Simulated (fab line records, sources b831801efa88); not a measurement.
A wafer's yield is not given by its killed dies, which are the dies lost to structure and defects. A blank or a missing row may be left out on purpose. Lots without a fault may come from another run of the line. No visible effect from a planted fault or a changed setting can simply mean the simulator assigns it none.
Problem report, 8D (eight disciplines) form, completed by code | flow gf180mcu | the parts of the form that need people (team, actions taken, sign-off) are left out

== 1. THE PROBLEM ==
biasW at GF_HV_LDD_ETCHBACK_58 reads a mean of 72.08 W on 6 wafers of 2 lots; wafers without a fault read 80.01 W with a standard deviation of 0.24. That puts it -33 standard deviations away from the usual mean.
The step: etches Si3N4 in CH3F/O2, stops on SiO2, time 100 s, target depth 90 nm.
The first sign was on wafer L348.2 at day 16 22:57, on rieDiel-04. Wafers with a number at this step in the record: 36, from 12 lots. The rule behind "out" and "out of limits": a value lying over 4 standard deviations away from the usual mean. All remaining wafers that have a number are taken as sound.

== 2. WHAT IT IS; WHAT IT IS NOT ==
question                    | is                     | is not
which readings at this step | biasW                  | chamberPressureMTorr, drypumpMotorCurrentA, oesProductAu, rfFwdPowerW, throttleValvePct
which lots                  | L348, L349             | L335, L337, L338, L339, L340, L343, L354, L356, L357, L358
which wafers of those lots  | all that have a number | -
read on which tools         | rieDiel-04             | rieDiel-01, rieDiel-03
when                        | from day 16 22:57      | up to then (18 sound wafers); but 12 sound wafers of L354, L356, L357, L358 came after

== 3. THE SUSPECTS, EACH WITH WHAT RULES IT OUT ==
Counting: a tool at a process step up to the reading stays a suspect if it ran every lot that is out and no sound lot after the first of them.
- rieDiel-04 at GF_HV_LDD_ETCHBACK_58 (etches Si3N4 in CH3F/O2, stops on SiO2, time 100 s, target depth 90 nm): ruled out as a lasting fault. Following L348 (day 16 22:57), the first lot on it that is out, the sound lots L358 were run on it.
Left after counting: nothing in the record.

== 4. THE CAUSE (what the simulator had put in) ==
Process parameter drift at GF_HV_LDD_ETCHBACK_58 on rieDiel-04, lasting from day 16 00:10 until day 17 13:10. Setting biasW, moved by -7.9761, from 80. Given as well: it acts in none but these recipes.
Counting ruled it out, wrongly.

== 5. THE CHAIN OF EFFECTS, in route order ==
Each row: a reading where the mean over the struck wafers with a number is more than 3 standard deviations away from the usual. Only readings for which the record gives a usual standard deviation are gone through. hours: the time from each lot's start at the first step in this table that gives one to its start at this step, as a median over the lots. sigmas: the change in usual standard deviations.
hours | step                  | reading | usual   | on struck wafers | change | sigmas
0     | GF_HV_LDD_ETCHBACK_58 | biasW   | 80.01 W | 72.08            | -7.94  | -33
Here are the process steps it includes:
- GF_HV_LDD_ETCHBACK_58: etches Si3N4 in CH3F/O2, stops on SiO2, time 100 s, target depth 90 nm.

== 6. HOW IT WOULD HAVE BEEN CAUGHT EARLIER ==
The fault began at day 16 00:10; the first out-of-limits reading in this record came at day 16 22:57, 23 hours later.
